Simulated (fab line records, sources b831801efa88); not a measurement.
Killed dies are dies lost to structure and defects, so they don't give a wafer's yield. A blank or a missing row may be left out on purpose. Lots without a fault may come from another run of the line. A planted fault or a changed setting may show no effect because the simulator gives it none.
A struck lot beside a sound one | flow sfq_line | 17 steps out of a route of 325
Sound: wafers L533.2, L533.4, L533.6. Struck: wafer L528.1. (L528.3 of the same lot was not struck and is left out.) The cause comes at the end.
At each step with rows: each side's tool, then ch and its chambers, then its first start. Under that, the readings that differ: sound wafers | struck wafers | difference of the means | sigmas: that difference in standard deviations of wafers without a fault.
alike: readings whose means differ by less than 2 such deviations, and words and numbers that are the same on both sides. not compared: withheld readings, readings that some wafer has no value for, bounds like >300 that may hide the same value, and numbers for which the record gives no deviation and whose values overlap.
The two part at a step that has a row with sigmas, a row that says differs or no value, or rows on one side only. Numbers that don't overlap but have no deviation are shown without sigmas and don't part them. A reading that every wafer of one side lacks parts them only if that side has two wafers or more.

SFQ_TRILAYER_I7_VIA_STRIP_STRIP_191: strips in O2.
  sound on rie_metal-04 ch 0,1, day 80 15:58; struck on rie_metal-04 ch 1, day 79 11:09
  alike: chamber_pressure_mTorr, drypump_motor_current_A, oes_product_au
  not compared: rf_hours_counter_h
then, 8 steps without rows for these wafers: SFQ_TRILAYER_I7_VIA_STRIP_SOLV_CLEAN_192 (cleans in NMP, time 600 s); SFQ_TRILAYER_M8_LITHO_LOR_COAT_197; SFQ_TRILAYER_M8_LITHO_LOR_BAKE_198; SFQ_TRILAYER_M8_LITHO_COAT_193 (resist thk 600 nm); SFQ_TRILAYER_M8_LITHO_SOFTBAKE_199; SFQ_TRILAYER_M8_LITHO_EXPOSE_194 (exposes mask M8, target cd 2000 nm); SFQ_TRILAYER_M8_LITHO_PEB_196 (peb time 60 s); SFQ_TRILAYER_M8_LITHO_DEVELOP_195 (img clear 15 s, time 55 s).
SFQ_M8_OVL_MEAS_948:
  sound on overlay-01, day 82 09:49; struck on overlay-02, day 80 23:59
  alike: M8_OVL
then, 2 steps without rows for these wafers: SFQ_TRILAYER_M8_DEP_EVAP_197 (material Ti, target thk 20 nm, time 100 s); SFQ_TRILAYER_M8_DEP_EVAP_198 (material Pt, target thk 50 nm, time 250 s).
SFQ_TRILAYER_M8_DEP_EVAP_196: material Au, target thk 180 nm, time 900 s.
  sound on pvd_sputter-02, day 82 10:05; struck on pvd_sputter-01, day 81 00:16
  reading                                          | sound                | struck | difference | sigmas
  cathode_dc_power_W (W)                           | 2000.4 2000.0 1999.6 | 1998.9 | -1.1       | -3
  model.Au_of_TRILAYER_M8_DEP_EVAP_196.thk_nm (nm) | 176.8 176.9 179.6    | 74.87  | -102.90    |
SFQ_M8_RS_MEAS_949: measures by four-point-probe.
  sound on film_metro-01, day 82 10:37; struck on film_metro-04, day 81 00:52
  reading           | sound                | struck | difference | sigmas
  M8_AU_RS (ohm/sq) | 0.1565 0.1563 0.1544 | 0.3905 | +0.2348    | +99 or more
SFQ_M8_THK_MEAS_950: measures by xrf.
  sound on film_metro-01, day 82 10:43; struck on film_metro-04, day 81 00:59
  reading        | sound             | struck | difference | sigmas
  M8_AU_THK (nm) | 173.8 173.6 176.4 | 73.5   | -101.1     | -59
then, 1 step without rows for these wafers: SFQ_TRILAYER_M8_LIFTOFF_LIFTOFF_197 (chemistry NMP, time 600 s).
SFQ_M8_BOW_MEAS_951:
  sound on film_metro-02, day 82 10:58; struck on film_metro-01, day 81 01:13
  reading                 | sound                | struck | difference | sigmas
  model.etest.i7.link_ohm | 1.054 1.051 1.052    | 1.286  | +0.234     |
  model.etest.m8.ohm_sq   | 0.1563 0.1562 0.1539 | 0.3692 | +0.2137    |
  alike: M8_BOW

WHERE THEY PART
First at SFQ_TRILAYER_M8_DEP_EVAP_196; last, within this record, at SFQ_M8_THK_MEAS_950. Later steps at which nothing parts them and some readings are alike: SFQ_M8_BOW_MEAS_951.

WHY: what the simulator had put in
Process parameter drift: pvd_sputter-01, from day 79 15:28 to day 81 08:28, at SFQ_TRILAYER_M8_DEP_EVAP_196. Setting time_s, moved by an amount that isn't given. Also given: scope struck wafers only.
